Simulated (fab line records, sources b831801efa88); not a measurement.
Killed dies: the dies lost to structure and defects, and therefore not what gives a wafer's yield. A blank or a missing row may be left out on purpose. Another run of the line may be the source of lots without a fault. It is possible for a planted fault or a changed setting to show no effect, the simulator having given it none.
Tool commonality check / flow sky130 / Sampled: 14 lots, 42 wafers

WHY THIS WAS OPENED
SKY_LDD_HVN_TW_MEAS_10, reading LDD_HVN_TW: flagged on 2 of 14 lots. Wafers without a fault read 1430, standard deviation 12.
Rule: a lot gets a flag if all its wafers with a number sit over 4 standard deviations from that mean, or if no wafer of it has a number. The other lots count as sound.

lot=L208; measured=day 20 01:09; on=filmMetro-03; LDD_HVN_TW, wafer by wafer=1442 1436 1433; flag=
lot=L210; measured=day 20 18:51; on=filmMetro-02; LDD_HVN_TW, wafer by wafer=1434 1437 1442; flag=
lot=L212; measured=day 22 01:11; on=filmMetro-01; LDD_HVN_TW, wafer by wafer=1411 1409 1408; flag=
lot=L214; measured=day 22 14:45; on=filmMetro-01; LDD_HVN_TW, wafer by wafer=1416 1412 1415; flag=
lot=L215; measured=day 22 22:37; on=filmMetro-02; LDD_HVN_TW, wafer by wafer=1420 1424 1432; flag=
lot=L220; measured=day 24 21:15; on=filmMetro-03; LDD_HVN_TW, wafer by wafer=1532 1532 1526; flag=FLAGGED
lot=L223; measured=day 25 12:25; on=filmMetro-01; LDD_HVN_TW, wafer by wafer=1510 1503 1502; flag=FLAGGED
lot=L225; measured=day 26 05:42; on=filmMetro-03; LDD_HVN_TW, wafer by wafer=1445 1454 1447; flag=
lot=L226; measured=day 26 21:01; on=filmMetro-01; LDD_HVN_TW, wafer by wafer=1423 1423 1425; flag=
lot=L227; measured=day 27 21:12; on=filmMetro-01; LDD_HVN_TW, wafer by wafer=1415 1433 1425; flag=
lot=L230; measured=day 28 06:30; on=filmMetro-02; LDD_HVN_TW, wafer by wafer=1437 1449 1441; flag=
lot=L229; measured=day 28 08:40; on=filmMetro-03; LDD_HVN_TW, wafer by wafer=1428 1437 1445; flag=
lot=L228; measured=day 28 08:41; on=filmMetro-02; LDD_HVN_TW, wafer by wafer=1442 1443 1446; flag=
lot=L231; measured=day 28 13:45; on=filmMetro-03; LDD_HVN_TW, wafer by wafer=1439 1430 1435; flag=
On average the flagged lots' numbers are 1518, which is +88 against the usual, or +7 standard deviations.

WHICH TOOL EACH LOT WENT THROUGH
The record keeps 1 process step preceding the reading, out of 708 steps on the route. Each cell gives the tool, then ch followed by the chambers the sampled wafers passed through, then the start.
lot=L208; flag=; SKY_LDD_HVN_IMPLANT_08=implanter-01 ch 0, day 20 00:55
lot=L210; flag=; SKY_LDD_HVN_IMPLANT_08=implanter-04 ch 0, day 20 18:36
lot=L212; flag=; SKY_LDD_HVN_IMPLANT_08=implanter-01 ch 0, day 22 00:56
lot=L214; flag=; SKY_LDD_HVN_IMPLANT_08=implanter-01 ch 0, day 22 14:31
lot=L215; flag=; SKY_LDD_HVN_IMPLANT_08=implanter-04 ch 0, day 22 22:23
lot=L220; flag=FLAGGED; SKY_LDD_HVN_IMPLANT_08=implanter-01 ch 0, day 24 21:00
lot=L223; flag=FLAGGED; SKY_LDD_HVN_IMPLANT_08=implanter-01 ch 0, day 25 12:10
lot=L225; flag=; SKY_LDD_HVN_IMPLANT_08=implanter-03 ch 0, day 26 05:27
lot=L226; flag=; SKY_LDD_HVN_IMPLANT_08=implanter-04 ch 0, day 26 20:46
lot=L227; flag=; SKY_LDD_HVN_IMPLANT_08=implanter-04 ch 0, day 27 20:57
lot=L230; flag=; SKY_LDD_HVN_IMPLANT_08=implanter-03 ch 0, day 28 06:15
lot=L229; flag=; SKY_LDD_HVN_IMPLANT_08=implanter-01 ch 0, day 28 08:26
lot=L228; flag=; SKY_LDD_HVN_IMPLANT_08=implanter-03 ch 0, day 28 08:26
lot=L231; flag=; SKY_LDD_HVN_IMPLANT_08=implanter-04 ch 0, day 28 13:31
What the steps here do:
- SKY_LDD_HVN_IMPLANT_08
- SKY_LDD_HVN_TW_MEAS_10

FLAGGED OVER TOTAL, TOOL BY TOOL (the gauges that took the reading come last)
step=SKY_LDD_HVN_IMPLANT_08; tool=implanter-01; lots run=6; flagged=2; share of the flagged lots=all; sound lots run after its first flagged lot=1 (L229)
step=SKY_LDD_HVN_IMPLANT_08; tool=implanter-03; lots run=3; flagged=0; share of the flagged lots=none; sound lots run after its first flagged lot=-
step=SKY_LDD_HVN_IMPLANT_08; tool=implanter-04; lots run=5; flagged=0; share of the flagged lots=none; sound lots run after its first flagged lot=-
step=SKY_LDD_HVN_TW_MEAS_10; tool=filmMetro-01; lots run=5; flagged=1; share of the flagged lots=some; sound lots run after its first flagged lot=2 (L226,L227)
step=SKY_LDD_HVN_TW_MEAS_10; tool=filmMetro-02; lots run=4; flagged=0; share of the flagged lots=none; sound lots run after its first flagged lot=-
step=SKY_LDD_HVN_TW_MEAS_10; tool=filmMetro-03; lots run=5; flagged=1; share of the flagged lots=some; sound lots run after its first flagged lot=3 (L225,L229,L231)

WHAT IS ALLOWED BY THE TABLE
1 row of the table ran every flagged lot: implanter-01 at SKY_LDD_HVN_IMPLANT_08.
- implanter-01 at SKY_LDD_HVN_IMPLANT_08: 2 of its 6 lots flagged. Lots that were sound ran on it after the first flagged one (L229); a persistent fault on the entire tool would not allow that. Its own readings lie more than 4 standard deviations out on every wafer of the flagged lots: beamEnergyKeV.
Every row of the table either missed a flagged lot or ran a sound lot after the first.

WHAT HAD BEEN PUT IN BY THE SIMULATOR
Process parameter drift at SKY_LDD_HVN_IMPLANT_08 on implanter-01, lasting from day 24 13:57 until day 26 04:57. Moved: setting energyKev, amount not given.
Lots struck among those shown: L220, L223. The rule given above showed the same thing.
